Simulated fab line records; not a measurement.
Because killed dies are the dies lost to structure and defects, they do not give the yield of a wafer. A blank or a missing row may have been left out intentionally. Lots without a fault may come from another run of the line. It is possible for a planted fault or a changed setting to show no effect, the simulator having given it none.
Commonality check across tools -- flow sky130 -- 12 lots, 36 wafers sampled

## WHY THIS WAS OPENED
At SKY_SONOS_ONO_THK_MEAS_05 the reading SONOS_ONO_CVD_04_THK is flagged on 3 of 12 lots. Fault-free wafers read 5.73 nm, with a standard deviation of 0.1.
Rule: a lot gets a flag if all its wafers with a number sit over 4 standard deviations from that mean, or if no wafer of it has a number. The other lots count as sound.

lot,measured,on,"SONOS_ONO_CVD_04_THK (nm), wafer by wafer",flag
L743,day 11 12:18,film-metro-01,5.85 5.93 5.80,
L745,day 12 06:01,film-metro-01,5.65 5.58 5.57,
L746,day 12 11:25,film-metro-03,5.65 5.73 5.59,
L747,day 12 14:15,film-metro-01,5.85 5.91 5.83,
L749,day 13 19:53,film-metro-01,5.72 5.75 5.74,
L750,day 14 02:06,film-metro-03,5.87 5.93 5.86,
L752,day 14 12:24,film-metro-03,5.85 5.79 5.69,
L753,day 15 07:22,film-metro-01,5.67 5.52 5.62,
L757,day 16 07:30,film-metro-01,5.64 5.63 5.70,
L761,day 17 15:34,film-metro-03,9.24 9.20 9.27,FLAGGED
L762,day 18 04:25,film-metro-03,9.09 9.10 9.17,FLAGGED
L763,day 18 09:58,film-metro-04,9.26 9.16 9.22,FLAGGED
On average the flagged lots' numbers are 9.19 nm, which is +3.46 nm against the usual, or +35 standard deviations.

## TOOL THAT RAN EACH LOT
The record keeps 1 process step preceding the reading, out of 708 steps on the route. Every cell lists first the tool, next ch and the chambers used by the sampled wafers, and last the start.
lot,flag,SKY_SONOS_ONO_CVD_04
L743,,"lpcvd-03 ch 1, day 11 11:03"
L745,,"lpcvd-03 ch 0, day 12 04:46"
L746,,"lpcvd-03 ch 0, day 12 10:10"
L747,,"lpcvd-03 ch 1, day 12 12:59"
L749,,"lpcvd-03 ch 0, day 13 18:37"
L750,,"lpcvd-03 ch 1, day 14 00:51"
L752,,"lpcvd-03 ch 1, day 14 10:31"
L753,,"lpcvd-03 ch 1, day 15 06:07"
L757,,"lpcvd-03 ch 0, day 16 06:15"
L761,FLAGGED,"lpcvd-03 ch 1, day 17 14:18"
L762,FLAGGED,"lpcvd-03 ch 0, day 18 03:10"
L763,FLAGGED,"lpcvd-03 ch 1, day 18 08:41"
These steps, and what they do:
- SKY_SONOS_ONO_CVD_04: deposits SiO2 from SiH4/N2O, target thk 5.7199 nm.
- SKY_SONOS_ONO_THK_MEAS_05

## FLAGGED OVER TOTAL, TOOL BY TOOL (the gauges that took the reading come last)
step,tool,lots run,flagged,share of the flagged lots,sound lots run after its first flagged lot
SKY_SONOS_ONO_CVD_04,lpcvd-03,12,3,all,0
SKY_SONOS_ONO_THK_MEAS_05,film-metro-01,6,0,none,-
SKY_SONOS_ONO_THK_MEAS_05,film-metro-03,5,2,some,0
SKY_SONOS_ONO_THK_MEAS_05,film-metro-04,1,1,some,0

## WHAT THE TABLE ALLOWS
All flagged lots share 1 row of the table, namely lpcvd-03 at SKY_SONOS_ONO_CVD_04.
- lpcvd-03 at SKY_SONOS_ONO_CVD_04: 3 of its 12 lots flagged. Last sound lot L757 at day 16 06:15, first flagged lot L761 at day 17 14:18; a fault beginning in between fits. Its own readings (spike-tc-bottom-C, spike-tc-centre-C, spike-tc-lower-C, spike-tc-top-C, spike-tc-upper-C, susceptor-temp-C, zone-power-top-pct, zone-power-upper-pct) fall more than 4 standard deviations out on all wafers of the flagged lots.
What remains is a single tool, lpcvd-03 at SKY_SONOS_ONO_CVD_04.

## WHAT THE SIMULATOR HAD PUT IN
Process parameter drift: lpcvd-03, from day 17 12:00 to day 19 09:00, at SKY_SONOS_ONO_CVD_04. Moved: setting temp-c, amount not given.
Lots struck among those shown: L761, L762, L763. The rule above reached the same finding.
